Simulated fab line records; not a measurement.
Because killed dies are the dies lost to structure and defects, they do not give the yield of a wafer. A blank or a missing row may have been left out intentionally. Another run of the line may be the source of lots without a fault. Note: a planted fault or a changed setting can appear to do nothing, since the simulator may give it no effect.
fab line records ; flow sky130
record: lots: 5; wafers: 15; last_day: 50
route steps=708 shown SONOS_TUNNEL@160 SONOS_ONO@168 GATE_OXIDE@187 PAD_OPEN@708
lots with no fault: from the same line, run without faults
start_h: start of the lot's first displayed wafer, in hours after the record's first day ; wait_h: time in hours since the lot's previous step ; " identical to the entry in the row above ; L1.1+2: several wafers, shown together as one row ; - value missing, or start not given ; * or withheld: withheld ; < > ~ a bound
route shown NAME@n: NAME is a module with steps in the file, n the number in the route of the first one ; usual: mean and standard deviation over wafers with no fault ; same: alike in all rows ; chamber/n: place in a boat ; sites: the reading at each site ; _std_site: standard deviation of those values ; _edge_site: mean of outer sites minus mean of inner sites ; radius_mm: how far each site lies from the wafer's centre ; mask NAME#n: copy n ; behind: the most recent tool/chamber to have shaped the wafer ; hold: cause of the lot's hold/its duration in hours/its outcome ; device: the transistor (n, p or np) that didn't switch ; end of line: the route-end tests of the same wafers ; for a step that has no rows: nothing shown but its recipe ; killed: not the wafer's yield, but the dies lost to structure and defects at the first sort ; map: shows each die of a wafer: x if killed, . if not, _ if none is there
set.NAME: setting as actually run; set.NAME@STEP: the setting as run at that earlier step ; model.NAME: the simulator's own value behind a step, which no gauge read
lots at some steps of the route; a table a step, a row a wafer
services: from which hour (start_h, from the record's first day; less than 0 if before it) a tool's chamber was out of use, for how many hours, and why
== steps ==
step: SKY_SONOS_TUNNEL_DEVELOP_06
recipe: resist: NOVOLAK; developer: TMAH; develop_time_s: 60; dev_temp_c: 23
step: SKY_SONOS_TUNNEL_CD_MEAS_07
recipe: target_cd_nm: 410
usual: cd_nm: 410.1/2.3
lot.wafer;tool;chamber;start_h;wait_h;cd_nm
L558.1;cd_sem-02;-;308.83;0.1;410.9
L558.3;cd_sem-02;-;308.83;0.1;409.6
L558.4;cd_sem-02;-;308.83;0.1;409.8
L567.1;cd_sem-02;-;369.89;0.1;406.0
L567.2;cd_sem-02;-;369.89;0.1;406.5
L567.5;cd_sem-02;-;369.89;0.1;406.1
L573.1;cd_sem-01;-;424.16;0.1;408.8
L573.3;cd_sem-01;-;424.16;0.1;411.8
L573.6;cd_sem-01;-;424.16;0.1;410.9
L574.1;cd_sem-01;-;426.43;0.1;412.2
L574.2;cd_sem-01;-;426.43;0.1;409.3
L574.6;cd_sem-01;-;426.43;0.1;410.6
L575.2;cd_sem-02;-;435.86;0.1;407.8
L575.4;cd_sem-02;-;435.86;0.1;406.4
L575.6;cd_sem-02;-;435.86;0.1;405.6
step: SKY_SONOS_TUNNEL_OVL_MEAS_08
usual: SONOS_TUNNEL_OVL: 0.1/1.3
lot.wafer;tool;chamber;start_h;wait_h;SONOS_TUNNEL_OVL[nm]
L558.1;overlay-01;-;308.95;0.1;-0.3
L558.3;overlay-01;-;308.95;0.1;0.4
L558.4;overlay-01;-;308.95;0.1;2.0
L567.1;overlay-01;-;370.01;0.1;-1.6
L567.2;overlay-01;-;370.01;0.1;0.6
L567.5;overlay-01;-;370.01;0.1;0.1
L573.1;overlay-02;-;424.28;0.1;0.6
L573.3;overlay-02;-;424.28;0.1;-2.3
L573.6;overlay-02;-;424.28;0.1;1.6
L574.1;overlay-02;-;426.55;0.1;0.0
L574.2;overlay-02;-;426.55;0.1;0.6
L574.6;overlay-02;-;426.55;0.1;-1.7
L575.2;overlay-01;-;435.96;0.1;-1.3
L575.4;overlay-01;-;435.96;0.1;-1.2
L575.6;overlay-01;-;435.96;0.1;0.0
step: SKY_SONOS_TUNNEL_IMPLANT_09
recipe: species: B; energy_kev: 20; dose_cm2: 1e+12; tilt_deg: withheld
step: SKY_SONOS_TUNNEL_WET_ETCH_10
recipe: chemistry: dHF; target_depth_nm: 14; target: SiO2; dilution: 100:1; temp_c: 25; time_s: 280
step: SKY_SONOS_TUNNEL_STRIP_11
recipe: chemistry: SPM; time_s: 600; temp_c: 130
step: SKY_SONOS_TUNNEL_TW_MEAS_12
usual: SONOS_TUNNEL_TW: 197.3/1.5
lot.wafer;tool;chamber;start_h;wait_h;SONOS_TUNNEL_TW
L558.1;film_metro-02;-;309.41;0.0;194.9
L558.3;film_metro-02;-;309.41;0.0;195.7
L558.4;film_metro-02;-;309.41;0.0;195.6
L567.1;film_metro-02;-;370.45;0.0;195.0
L567.2;film_metro-02;-;370.45;0.0;195.1
L567.5;film_metro-02;-;370.45;0.0;194.9
L573.1;film_metro-04;-;425.38;0.0;199.4
L573.3;film_metro-04;-;425.38;0.0;199.5
L573.6;film_metro-04;-;425.38;0.0;199.6
L574.1;film_metro-02;-;427.00;0.0;196.4
L574.2;film_metro-02;-;427.00;0.0;196.8
L574.6;film_metro-02;-;427.00;0.0;196.5
L575.2;film_metro-02;-;436.41;0.0;196.7
L575.4;film_metro-02;-;436.41;0.0;197.0
L575.6;film_metro-02;-;436.41;0.0;196.9
step: SKY_SONOS_TUNNEL_CLEAN_13
recipe: chemistry: dHF; time_s: 20; dilution: 100:1; dry: ipa_marangoni
step: SKY_SONOS_ONO_OXIDATION_00
recipe: temp_c: 800; ambient: O2; idle_temp_c: 700; ramp_up_c_per_min: 10; ramp_down_c_per_min: 3; stabilise_s: 600; purge_s: 300; target_thk_a: 26; ox_time_s: 1249
step: SKY_SONOS_ONO_THK_MEAS_01
recipe: reads: SiO2_of_SONOS_ONO_OXIDATION_00
usual: SONOS_ONO_OXIDATION_THK: 2.59/0.065
lot.wafer;tool;chamber;start_h;wait_h;SONOS_ONO_OXIDATION_THK[nm]
L558.1;film_metro-01;-;310.83;0.0;2.55
L558.3;film_metro-01;-;310.83;0.0;2.54
L558.4;film_metro-01;-;310.83;0.0;2.54
L567.1;film_metro-03;-;373.15;0.0;2.55
L567.2;film_metro-03;-;373.15;0.0;2.56
L567.5;film_metro-03;-;373.15;0.0;2.52
L573.1;film_metro-01;-;428.53;0.0;2.63
L573.3;film_metro-01;-;428.53;0.0;2.59
L573.6;film_metro-01;-;428.53;0.0;2.54
L574.1;film_metro-03;-;428.53;0.0;2.71
L574.2;film_metro-03;-;428.53;0.0;2.64
L574.6;film_metro-03;-;428.53;0.0;2.66
L575.2;film_metro-01;-;437.83;0.0;2.65
L575.4;film_metro-01;-;437.83;0.0;2.59
L575.6;film_metro-01;-;437.83;0.0;2.60
step: SKY_SONOS_ONO_CVD_02
recipe: material: Si3N4; precursor: DCS/NH3; target_thk_nm: 10.5; temp_c: 770; time_s: 180; pressure_mtorr: 250
step: SKY_SONOS_ONO_THK_MEAS_03
recipe: reads: Si3N4_of_SONOS_ONO_CVD_02
usual: SONOS_ONO_CVD_02_THK: 10.47/0.14
lot.wafer;tool;chamber;start_h;wait_h;SONOS_ONO_CVD_02_THK[nm]
L558.1;film_metro-03;-;311.94;0.0;10.54
L558.3;film_metro-03;-;311.94;0.0;10.47
L558.4;film_metro-03;-;311.94;0.0;10.60
L567.1;film_metro-01;-;374.70;0.0;10.36
L567.2;film_metro-01;-;374.70;0.0;10.40
L567.5;film_metro-01;-;374.70;0.0;10.35
L573.1;film_metro-04;-;431.10;0.0;10.29
L573.3;film_metro-04;-;431.10;0.0;10.48
L573.6;film_metro-04;-;431.10;0.0;10.56
L574.1;film_metro-03;-;431.10;0.0;10.54
L574.2;film_metro-03;-;431.10;0.0;10.61
L574.6;film_metro-03;-;431.10;0.0;10.58
L575.2;film_metro-01;-;438.94;0.0;10.54
L575.4;film_metro-01;-;438.94;0.0;10.39
L575.6;film_metro-01;-;438.94;0.0;10.48
step: SKY_SONOS_ONO_CVD_04
recipe: material: SiO2; precursor: SiH4/N2O; target_thk_nm: 5.7199; temp_c: 900; pressure_mtorr: 400
usual: spike_tc_bottom_C: 917.9/1.8; spike_tc_centre_C: 900.4/1.3; spike_tc_lower_C: 900.2/0.96; spike_tc_top_C: 911.6/2.2; spike_tc_upper_C: 900.8/1.5; susceptor_temp_C: 900.0/0.4; zone_power_bottom_pct: 28.8/1.6; zone_power_centre_pct: 17.88/0.28; zone_power_lower_pct: 16.77/0.23; zone_power_top_pct: 32.4/1.1
same: time_s: 900
lot.wafer;tool;chamber;start_h;wait_h;spike_tc_bottom_C;spike_tc_centre_C;spike_tc_lower_C;spike_tc_top_C;spike_tc_upper_C;susceptor_temp_C;zone_power_bottom_pct;zone_power_centre_pct;zone_power_lower_pct;zone_power_top_pct;model.SiO2_of_SONOS_ONO_CVD_04.thk_nm
L558.1;lpcvd-03;1;312.00;0.1;919.9;899.3;900.4;909.0;901.2;900.0;26.7;18.34;16.67;31.3;5.775
L558.3;lpcvd-03;1;312.00;0.1;919.4;900.7;900.2;909.5;903.8;900.9;27.0;18.29;16.82;31.2;5.792
L558.4;lpcvd-03;1;312.00;0.1;921.6;900.2;901.8;907.9;901.4;900.3;26.6;18.11;17.02;31.5;5.865
L567.1;lpcvd-03;0;374.76;0.1;952.7;933.8;935.0;949.2;934.7;935.2;32.5;19.56;18.46;35.1;9.234
L567.2;lpcvd-03;0;374.76;0.1;953.9;937.1;935.3;946.8;936.7;935.0;32.8;19.20;18.16;35.4;9.154
L567.5;lpcvd-03;0;374.76;0.1;950.5;935.6;935.7;948.0;935.4;935.2;33.4;19.34;18.27;35.5;9.084
L573.1;lpcvd-03;1;431.16;0.1;919.0;899.5;898.8;910.1;902.8;899.9;27.0;18.30;17.15;31.0;5.546
L573.3;lpcvd-03;1;431.16;0.1;919.1;899.7;901.7;909.6;903.5;900.2;26.5;17.99;16.70;31.8;5.557
L573.6;lpcvd-03;1;431.16;0.1;921.0;900.8;899.3;910.7;902.9;900.2;27.2;17.94;17.24;31.5;5.596
L574.1;lpcvd-03;0;431.16;0.1;917.3;900.6;901.0;914.8;900.7;900.2;30.4;17.47;16.77;33.2;5.558
L574.2;lpcvd-03;0;431.16;0.1;915.8;901.9;899.6;914.2;900.9;899.7;29.9;17.60;16.76;33.8;5.584
L574.6;lpcvd-03;0;431.16;0.1;915.5;899.9;900.1;913.8;901.4;900.1;30.2;17.59;16.84;33.2;5.607
L575.2;lpcvd-03;0;438.99;0.0;916.8;900.0;899.4;912.1;900.0;899.7;30.3;17.43;16.94;33.3;5.52
L575.4;lpcvd-03;0;438.99;0.0;917.5;900.1;900.6;913.6;900.0;899.5;30.2;17.93;16.53;33.6;5.551
L575.6;lpcvd-03;0;438.99;0.0;914.6;900.2;900.9;911.9;899.9;900.1;30.2;17.68;16.80;33.6;5.475
step: SKY_SONOS_ONO_THK_MEAS_05
recipe: reads: SiO2_of_SONOS_ONO_CVD_04
usual: SONOS_ONO_CVD_04_THK: 5.71/0.12
lot.wafer;tool;chamber;start_h;wait_h;SONOS_ONO_CVD_04_THK[nm]
L558.1;film_metro-01;-;313.25;0.0;5.79
L558.3;film_metro-01;-;313.25;0.0;5.76
L558.4;film_metro-01;-;313.25;0.0;5.81
L567.1;film_metro-03;-;376.01;0.0;9.24
L567.2;film_metro-03;-;376.01;0.0;9.14
L567.5;film_metro-03;-;376.01;0.0;9.08
L573.1;film_metro-01;-;432.41;0.0;5.61
L573.3;film_metro-01;-;432.41;0.0;5.57
L573.6;film_metro-01;-;432.41;0.0;5.67
L574.1;film_metro-04;-;432.41;0.0;5.52
L574.2;film_metro-04;-;432.41;0.0;5.65
L574.6;film_metro-04;-;432.41;0.0;5.61
L575.2;film_metro-01;-;440.25;0.0;5.51
L575.4;film_metro-01;-;440.25;0.0;5.49
L575.6;film_metro-01;-;440.25;0.0;5.48
step: SKY_SONOS_ONO_DEHYDRATE_06
recipe: temp_c: 200; time_s: 60
step: SKY_SONOS_ONO_HMDS_07
recipe: prime_time_s: 60; prime_temp_c: 120
step: SKY_SONOS_ONO_COAT_08
recipe: resist: NOVOLAK; spin_rpm: 3000; resist_thk_nm: 1140
step: SKY_SONOS_ONO_SOFTBAKE_09
recipe: temp_c: 90; time_s: 60; resist: NOVOLAK
step: SKY_SONOS_ONO_EXPOSE_10
recipe: mask_id: ONOM; target_cd_nm: 410; na: 0.6; source_shape: conventional; sigma_outer: 0.6; dose_mj: 150
step: SKY_SONOS_ONO_PEB_11
recipe: temp_c: withheld; time_s: *; resist: NOVOLAK
step: SKY_SONOS_ONO_DEVELOP_12
recipe: develop_time_s: 60; dev_temp_c: 23
step: SKY_SONOS_ONO_CD_MEAS_13
recipe: target_cd_nm: 410
usual: cd_nm: 410.4/2.2
lot.wafer;tool;chamber;start_h;wait_h;cd_nm
L558.1;cd_sem-02;-;339.50;0.1;409.8
L558.3;cd_sem-02;-;339.50;0.1;409.2
L558.4;cd_sem-02;-;339.50;0.1;408.3
L567.1;cd_sem-01;-;405.25;0.1;411.5
L567.2;cd_sem-01;-;405.25;0.1;410.6
L567.5;cd_sem-01;-;405.25;0.1;413.8
L574.1;cd_sem-02;-;463.70;0.1;409.0
L574.2;cd_sem-02;-;463.70;0.1;408.8
L574.6;cd_sem-02;-;463.70;0.1;409.1
L573.1;cd_sem-02;-;464.00;0.1;413.2
L573.3;cd_sem-02;-;464.00;0.1;412.3
L573.6;cd_sem-02;-;464.00;0.1;414.1
L575.2;cd_sem-01;-;471.22;0.1;414.0
L575.4;cd_sem-01;-;471.22;0.1;412.1
L575.6;cd_sem-01;-;471.22;0.1;412.4
step: SKY_SONOS_ONO_OVL_MEAS_14
usual: SONOS_ONO_OVL: 0.3/1.5
lot.wafer;tool;chamber;start_h;wait_h;SONOS_ONO_OVL[nm]
L558.1;overlay-01;-;339.62;0.1;0.0
L558.3;overlay-01;-;339.62;0.1;-0.2
L558.4;overlay-01;-;339.62;0.1;-0.3
L567.1;overlay-02;-;405.37;0.1;0.1
L567.2;overlay-02;-;405.37;0.1;1.0
L567.5;overlay-02;-;405.37;0.1;-0.6
L574.1;overlay-02;-;463.82;0.1;-0.7
L574.2;overlay-02;-;463.82;0.1;-0.8
L574.6;overlay-02;-;463.82;0.1;-0.8
L573.1;overlay-02;-;464.12;0.1;1.6
L573.3;overlay-02;-;464.12;0.1;2.1
L573.6;overlay-02;-;464.12;0.1;3.0
L575.2;overlay-01;-;471.33;0.1;1.1
L575.4;overlay-01;-;471.33;0.1;2.7
L575.6;overlay-01;-;471.33;0.1;0.0
step: SKY_SONOS_ONO_ETCH_15
recipe: target_depth_nm: 19.52; chemistry: CHF3/O2; source_w: 600; bias_w: 200; pressure_mtorr: 40; chf3_flow_sccm: 50; O2_flow_sccm: 5; time_s: 7.8
usual: O2_flow_sccm: 4.999/0.015; bias_w: 199.9/0.65; drypump_motor_current_A: 5.6/0.46; oes_product_au: 1.004/0.014; throttle_valve_pct: 8.825/0.0093
same: time_s: 7.8
lot.wafer;tool;chamber;start_h;wait_h;O2_flow_sccm;bias_w;drypump_motor_current_A;oes_product_au;rf_hours_counter_h;throttle_valve_pct
L558.1;rie_diel-03;0;339.66;0.0;5.014;200.4;5.3;0.995;4;8.828
L558.3;rie_diel-03;2;339.66;0.0;4.976;200.0;5.4;1.026;9;8.833
L558.4;rie_diel-03;1;339.66;0.0;5.002;200.0;5.0;0.992;1;8.825
L567.1;rie_diel-04;3;405.41;0.0;4.994;200.9;6.1;1.003;18;8.816
L567.2;rie_diel-04;2;405.41;0.0;5.012;199.5;6.2;1.018;4;8.814
L567.5;rie_diel-04;2;405.41;0.0;4.996;199.3;6.2;1.025;-;8.844
L574.1;rie_diel-02;1;463.86;0.0;5.004;199.2;5.2;0.990;0;8.847
L574.2;rie_diel-02;2;463.86;0.0;4.990;198.7;5.5;1.006;9;8.808
L574.6;rie_diel-02;1;463.86;0.0;4.998;199.9;5.3;0.993;-;8.815
L573.1;rie_diel-04;3;464.16;0.0;4.994;200.1;6.2;0.987;19;8.823
L573.3;rie_diel-04;2;464.16;0.0;5.004;200.1;6.2;1.023;5;8.825
L573.6;rie_diel-04;2;464.16;0.0;4.999;200.2;6.3;1.024;-;8.832
L575.2;rie_diel-03;2;471.36;0.0;4.990;200.9;5.4;1.015;12;8.836
L575.4;rie_diel-03;3;471.36;0.0;5.005;199.1;5.9;0.987;-;8.822
L575.6;rie_diel-03;3;471.36;0.0;5.000;199.4;5.9;1.007;-;8.823
step: SKY_SONOS_ONO_WET_ETCH_16
recipe: chemistry: dHF; target_depth_nm: 14; dry: n2_spin; target: SiO2; dilution: 100:1; temp_c: 25; time_s: 280
step: SKY_SONOS_ONO_STRIP_17
recipe: chemistry: O2/N2; power_w: 1400; pressure_mtorr: 1500; platen_temp_c: withheld; o2_flow_sccm: 3000; n2_flow_sccm: 300; overash_fraction: 0.5
usual: drypump_motor_current_A: 5.8/0.5; oes_product_au: 0.710/0.0049; strip_time_to_endpoint_s: 14.10/0.044
lot.wafer;tool;chamber;start_h;wait_h;drypump_motor_current_A;oes_product_au;rf_hours_counter_h;strip_time_to_endpoint_s
L558.1;plasma_asher-03;1;339.77;0.0;6.4;0.707;22;14.09
L558.3;plasma_asher-03;0;339.77;0.0;4.9;0.704;-;14.05
L558.4;plasma_asher-03;1;339.77;0.0;6.3;0.707;-;14.05
L567.1;plasma_asher-03;0;405.52;0.0;4.9;0.710;28;14.14
L567.2;plasma_asher-03;1;405.52;0.0;6.3;0.705;28;14.18
L567.5;plasma_asher-03;1;405.52;0.0;6.3;0.714;-;14.14
L574.1;plasma_asher-04;1;463.97;0.0;6.0;0.709;64;14.10
L574.2;plasma_asher-04;0;463.97;0.0;5.8;0.715;64;14.12
L574.6;plasma_asher-04;0;463.97;0.0;5.7;0.693;-;14.12
L573.1;plasma_asher-01;1;464.27;0.0;5.6;0.712;77;14.03
L573.3;plasma_asher-01;1;464.27;0.0;5.6;0.710;-;14.02
L573.6;plasma_asher-01;1;464.27;0.0;5.6;0.714;-;14.08
L575.2;plasma_asher-03;0;471.48;0.0;4.9;0.707;35;14.15
L575.4;plasma_asher-03;0;471.48;0.0;4.9;0.702;-;14.18
L575.6;plasma_asher-03;0;471.48;0.0;4.9;0.711;-;14.12
step: SKY_SONOS_ONO_WET_ETCH_18
recipe: chemistry: H3PO4; target_depth_nm: 15; target: Si3N4; temp_c: 160; time_s: 172
step: SKY_GATE_OXIDE_CLEAN_00
recipe: chemistry: SC1/SC2; mix: 1:4:20; temp_c: 70; time_s: 150; dry: n2_spin
step: SKY_GATE_OXIDE_OXIDATION_01
recipe: temp_c: 900; ambient: O2; stabilise_s: 600; purge_s: 300; target_thk_a: 102.68; ox_time_s: 1473
step: SKY_GATE_OXIDE_THK_MEAS_02
recipe: reads: SiO2_of_GATE_OXIDE_OXIDATION_01
usual: GATE_OXIDE_OXIDATION_00_THK: 10.23/0.28
lot.wafer;tool;chamber;start_h;wait_h;GATE_OXIDE_OXIDATION_00_THK[nm]
L558.1;film_metro-02;-;341.39;0.0;10.67
L558.3;film_metro-02;-;341.39;0.0;10.73
L558.4;film_metro-02;-;341.39;0.0;10.80
L567.1;film_metro-03;-;408.04;0.0;9.96
L567.2;film_metro-03;-;408.04;0.0;10.01
L567.5;film_metro-03;-;408.04;0.0;9.80
L573.1;film_metro-03;-;467.09;0.0;10.29
L573.3;film_metro-03;-;467.09;0.0;10.22
L573.6;film_metro-03;-;467.09;0.0;10.13
L574.1;film_metro-02;-;467.09;0.0;9.83
L574.2;film_metro-02;-;467.09;0.0;9.92
L574.6;film_metro-02;-;467.09;0.0;9.96
L575.2;film_metro-04;-;474.80;0.0;10.11
L575.4;film_metro-04;-;474.80;0.0;10.23
L575.6;film_metro-04;-;474.80;0.0;9.99
step: SKY_GATE_OXIDE_DEHYDRATE_03
recipe: temp_c: 200; time_s: 60
step: SKY_GATE_OXIDE_HMDS_04
recipe: prime_time_s: 60; prime_temp_c: 120
step: SKY_GATE_OXIDE_COAT_05
recipe: resist: NOVOLAK; spin_rpm: 3000; resist_thk_nm: 1140
step: SKY_GATE_OXIDE_SOFTBAKE_06
recipe: temp_c: 90; time_s: 60; resist: NOVOLAK
step: SKY_GATE_OXIDE_EXPOSE_07
recipe: mask_id: LVOM; na: 0.6; source_shape: conventional; sigma_outer: 0.6; polarization: unpolarized; target_cd_nm: 600; dose_mj: 170
step: SKY_GATE_OXIDE_PEB_08
recipe: temp_c: withheld; time_s: *; resist: NOVOLAK
step: SKY_GATE_OXIDE_DEVELOP_09
recipe: resist: NOVOLAK; developer: TMAH; develop_time_s: 60; dev_temp_c: 23
step: SKY_GATE_OXIDE_OVL_MEAS_10
usual: GATE_OXIDE_OVL: 1.0/1.3
lot.wafer;tool;chamber;start_h;wait_h;GATE_OXIDE_OVL[nm]
L558.1;overlay-02;-;368.96;0.1;2.7
L558.3;overlay-02;-;368.96;0.1;2.3
L558.4;overlay-02;-;368.96;0.1;3.4
L567.1;overlay-02;-;438.04;0.1;0.2
L567.2;overlay-02;-;438.04;0.1;0.2
L567.5;overlay-02;-;438.04;0.1;1.1
L573.1;overlay-01;-;498.15;0.1;0.8
L573.3;overlay-01;-;498.15;0.1;-0.3
L573.6;overlay-01;-;498.15;0.1;1.5
L574.1;overlay-02;-;498.41;0.1;2.6
L574.2;overlay-02;-;498.41;0.1;1.0
L574.6;overlay-02;-;498.41;0.1;0.8
L575.2;overlay-02;-;505.69;0.1;-1.2
L575.4;overlay-02;-;505.69;0.1;-2.4
L575.6;overlay-02;-;505.69;0.1;0.4
step: SKY_GATE_OXIDE_IMPLANT_11
recipe: species: B; energy_kev: 10; dose_cm2: 2.6e+12; tilt_deg: withheld
step: SKY_GATE_OXIDE_WET_ETCH_12
recipe: chemistry: dHF; target_depth_nm: 16.8; dry: n2_spin; target: SiO2; dilution: 100:1; temp_c: 25; time_s: 336
step: SKY_GATE_OXIDE_STRIP_13
recipe: chemistry: O2/N2; power_w: 1400; pressure_mtorr: 1500; platen_temp_c: withheld; o2_flow_sccm: 3000; n2_flow_sccm: 300; overash_fraction: 0.5
usual: drypump_motor_current_A: 5.8/0.36; oes_product_au: 0.716/0.0049; strip_time_to_endpoint_s: 14.18/0.035
lot.wafer;tool;chamber;start_h;wait_h;drypump_motor_current_A;oes_product_au;rf_hours_counter_h;strip_time_to_endpoint_s
L558.1;plasma_asher-04;1;369.25;0.0;6.0;0.725;54;14.18
L558.3;plasma_asher-04;0;369.25;0.0;5.7;0.714;-;14.16
L558.4;plasma_asher-04;1;369.25;0.0;6.0;0.722;-;14.15
L567.1;plasma_asher-04;0;438.32;0.0;5.8;0.713;61;14.19
L567.2;plasma_asher-04;1;438.32;0.0;6.0;0.722;61;14.20
L567.5;plasma_asher-04;0;438.32;0.0;5.8;0.722;-;14.18
L573.1;plasma_asher-04;1;498.45;0.0;6.0;0.720;67;14.19
L573.3;plasma_asher-04;1;498.45;0.0;6.0;0.703;-;14.16
L573.6;plasma_asher-04;0;498.45;0.0;5.7;0.714;-;14.20
L574.1;plasma_asher-01;0;498.70;0.0;6.4;0.714;80;14.16
L574.2;plasma_asher-01;1;498.70;0.0;5.6;0.727;80;14.20
L574.6;plasma_asher-01;0;498.70;0.0;6.3;0.712;-;14.19
L575.2;plasma_asher-04;1;505.97;0.0;6.0;0.716;68;14.16
L575.4;plasma_asher-04;0;505.97;0.0;5.8;0.716;-;14.22
L575.6;plasma_asher-04;1;505.97;0.0;6.0;0.715;-;14.18
step: SKY_GATE_OXIDE_TW_MEAS_14
usual: GATE_OXIDE_TW: 225.1/1.7
lot.wafer;tool;chamber;start_h;wait_h;GATE_OXIDE_TW
L558.1;film_metro-02;-;369.35;0.1;221.5
L558.3;film_metro-02;-;369.35;0.1;222.0
L558.4;film_metro-02;-;369.35;0.1;222.2
L567.1;film_metro-02;-;438.42;0.1;225.5
L567.2;film_metro-02;-;438.42;0.1;224.4
L567.5;film_metro-02;-;438.42;0.1;225.7
L573.1;film_metro-02;-;498.55;0.1;226.2
L573.3;film_metro-02;-;498.55;0.1;225.0
L573.6;film_metro-02;-;498.55;0.1;226.2
L574.1;film_metro-04;-;498.80;0.1;223.4
L574.2;film_metro-04;-;498.80;0.1;223.4
L574.6;film_metro-04;-;498.80;0.1;223.1
L575.2;film_metro-04;-;506.08;0.1;225.6
L575.4;film_metro-04;-;506.08;0.1;228.2
L575.6;film_metro-04;-;506.08;0.1;227.0
step: SKY_GATE_OXIDE_CLEAN_15
recipe: chemistry: SC1/SC2; mix: 1:4:20; temp_c: 70; time_s: 150; dry: n2_spin
same: time_s: 150
lot.wafer;tool;chamber;start_h;wait_h;model.SiO2_of_SONOS_ONO_CVD_04.thk_nm
L558.1;wet_bench-01;2;369.41;0.1;4.258
L558.3;wet_bench-01;2;369.41;0.1;4.269
L558.4;wet_bench-01;2;369.41;0.1;4.35
L567.1;wet_bench-01;0;438.48;0.1;7.716
L567.2;wet_bench-01;0;438.48;0.1;7.637
L567.5;wet_bench-01;0;438.48;0.1;7.563
L573.1;wet_bench-04;1;498.61;0.1;4.039
L573.3;wet_bench-04;1;498.61;0.1;4.047
L573.6;wet_bench-04;1;498.61;0.1;4.089
L574.1;wet_bench-01;2;498.86;0.1;4.044
L574.2;wet_bench-01;2;498.86;0.1;4.065
L574.6;wet_bench-01;2;498.86;0.1;4.096
L575.2;wet_bench-01;3;506.13;0.0;4.002
L575.4;wet_bench-01;3;506.13;0.0;4.037
L575.6;wet_bench-01;3;506.13;0.0;3.963
step: SKY_PAD_OPEN_PROBE_99
usual: killed_at_M0_to_M3: 43/7; killed_at_M4_up: 3.1/1.9; killed_at_contacts: 25/6.1; killed_at_front_end: 15/4.5; killed_at_other: 0.3/0.55; killed_dies: 87/8.9; killed_open: 47/6.4; killed_short: 40/6.6
same: gross_dies: 492; killed_at_back_side: 0
lot.wafer;tool;chamber;start_h;wait_h;killed_at_M0_to_M3;killed_at_M4_up;killed_at_contacts;killed_at_front_end;killed_at_other;killed_dies;killed_open;killed_short
L558.1;prober-02;-;1121.72;0.1;42;4;21;22;0;89;47;42
L558.3;prober-02;-;1121.82;0.2;45;4;31;22;1;103;60;43
L558.4;prober-02;-;1121.87;0.2;43;5;31;14;1;94;48;46
killed by level:class
L558.1 CONTACT:geometric_particle:open=12 FIELD_ISO:geometric_particle:short=9 METAL1:geometric_particle:short=8 FIELD_ISO:geometric_particle:open=7 VIA2:geometric_particle:open=6 VIA1:geometric_particle:short=6 VIA1:geometric_particle:open=6 VIA3:geometric_particle:open=4
L558.3 LI_CONTACT:geometric_particle:open=13 CONTACT:geometric_particle:open=10 VIA1:geometric_particle:open=9 FIELD_ISO:geometric_particle:short=7 CONTACT:geometric_particle:short=6 METAL1:geometric_particle:short=6 POLY_GATE:geometric_particle:open=5 METAL2:geometric_particle:open=5
L558.4 LI_CONTACT:geometric_particle:open=9 VIA2:geometric_particle:open=9 LOCAL_INTERCONNECT:geometric_particle:short=8 FIELD_ISO:geometric_particle:short=6 VIA1:geometric_particle:open=6 CONTACT:geometric_particle:open=6 METAL1:geometric_particle:short=6 VIA1:geometric_particle:short=4
== services ==
tool;chamber;start_h;hours;kind
plasma_asher-03;-;290.08;3.9;repair
rie_diel-03;1;291.81;-;clean
rie_diel-03;1;291.81;24.3;scheduled_down
rie_diel-03;1;291.81;24.3;vent_cycle
plasma_asher-04;-;321.77;2.8;pm
rie_diel-02;-;323.01;2.8;pm
rie_diel-04;0;342.40;2.6;repair
rie_diel-03;-;344.79;14.6;pm
rie_diel-02;-;355.09;15.6;pm
rie_diel-03;-;372.11;0.4;repair
rie_diel-02;-;375.20;0.3;repair
rie_diel-02;2;379.16;8.3;repair
rie_diel-03;3;380.15;5.9;repair
rie_diel-02;1;381.12;9.3;repair
rie_diel-03;3;394.23;6.4;repair
rie_diel-02;2;413.55;3.9;repair
rie_diel-04;3;428.26;2.0;repair
rie_diel-02;0;430.79;5.7;repair
wet_bench-04;-;433.04;4.2;repair
rie_diel-03;0;457.09;44.6;repair
rie_diel-03;1;457.36;15.0;repair
rie_diel-04;0;461.89;11.9;repair
rie_diel-03;2;489.26;5.8;repair
rie_diel-03;-;490.85;4.2;repair
== key ==
first_sign: step: SKY_SONOS_ONO_CVD_04; reading: susceptor_temp_C; direction: up; sigmas: 88; usual: *; struck: *
effect: step: SKY_SONOS_ONO_CVD_04; reading: spike_tc_lower_C; direction: up; sigmas: 36; usual: 900.2; struck: 935.3
effect: step: SKY_SONOS_ONO_THK_MEAS_05; reading: SONOS_ONO_CVD_04_THK; direction: up; sigmas: 29; usual: 5.71; struck: 9.15
model_effect: step: SKY_SONOS_ONO_CVD_04; value: SiO2_of_SONOS_ONO_CVD_04.thk_nm; without: 5.738; struck: 9.157
model_effect: step: SKY_GATE_OXIDE_CLEAN_15; value: SiO2_of_SONOS_ONO_CVD_04.thk_nm; without: 4.219; struck: 7.638
met_at SKY_SONOS_ONO_CVD_04
struck_wafers L567.1,L567.2,L567.5
tester_left_out L567
fault: kind: process_parameter_drift; tool: lpcvd-03; chamber: 0; onset_h: 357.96; steps: SKY_SONOS_ONO_CVD_04; channel: temp_c; offset: *; shape: step; end_h: 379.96; stated: *
tester_left_out: of these lots the tester's yield and bins aren't shown, on N5 and GAA mostly nor the transistor test; their killed dies are dies lost to structure and defects alone, not to doping, threshold or leakage, so they don't give the yield
